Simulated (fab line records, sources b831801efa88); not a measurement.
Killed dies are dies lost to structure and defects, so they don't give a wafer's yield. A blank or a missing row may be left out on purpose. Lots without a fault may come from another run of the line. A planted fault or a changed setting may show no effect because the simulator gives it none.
One fault seen from 2 desks | flow sky130 | each desk has only its own numbers; what lay behind them comes last

THE METROLOGY DESK
What the gauges read, lot by lot, whatever tool the lot ran on: means of the sampled wafers that have a number. A lot is out of limits, marked OUT, if its mean lies more than 4 standard deviations from the usual mean; the brackets give that distance.
Columns: A = cd_nm at SKY_VIA3_CD_MEAS_12, usual 200.3 nm
lot  | first seen here | A
L304 | day 39 19:59    | 199.7
L307 | day 40 18:25    | 199.8
L309 | day 40 19:23    | 201.0
L308 | day 40 21:11    | 197.6
L313 | day 42 04:40    | 201.1
L315 | day 42 05:01    | 201.0
L312 | day 42 05:22    | 200.7
L314 | day 42 16:32    | 200.7
L320 | day 44 05:49    | 198.1
L323 | day 45 13:04    | 200.6
L324 | day 45 17:11    | 200.9
L326 | day 45 21:17    | 201.7
L327 | day 45 23:38    | 199.4
This desk's finding: nothing out of limits on any of the 13 lots.

THE TOOL OWNER'S DESK: litho_track-01
The tool's own readings at SKY_VIA3_HMDS_05 (prime time 60 s): means of the sampled wafers that have a number, for each lot that ran on this tool. A lot is out of limits, marked OUT, if its mean lies more than 4 standard deviations from the usual mean; the brackets give that distance.
Columns: A = prime_temp_c at SKY_VIA3_HMDS_05, usual 120.02 C
lot  | first seen here | A
L304 | day 39 07:11    | 120.04
L308 | day 40 08:04    | 120.06
L312 | day 41 17:32    | 119.90
L320 | day 43 18:50    | 120.12
L324 | day 45 05:14    | 119.90
L326 | day 45 10:34    | 113.82 (-44) OUT
L327 | day 45 13:31    | 113.79 (-45) OUT
This desk's finding: out of limits on L326, L327; first on L326, day 45 10:34 (prime_temp_c at SKY_VIA3_HMDS_05). In limits: L304, L308, L312, L320, L324.

PUT TOGETHER
The tool owner's desk could have raised an alarm at day 45 10:34, on L326, L327.
The metrology desk saw nothing out of limits.
The metrology desk has L326, L327 on record, within its limits.
Of the lots named, all ran SKY_VIA3_HMDS_05 on litho_track-01.

WHAT THE SIMULATOR HAD PUT IN
Process parameter drift: litho_track-01, from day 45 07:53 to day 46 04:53, at SKY_VIA3_HMDS_05. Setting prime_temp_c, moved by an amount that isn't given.
Lots struck among those shown: L326, L327.
Hours from the fault's start to each desk's first reading out of limits: the tool owner's desk, 3.
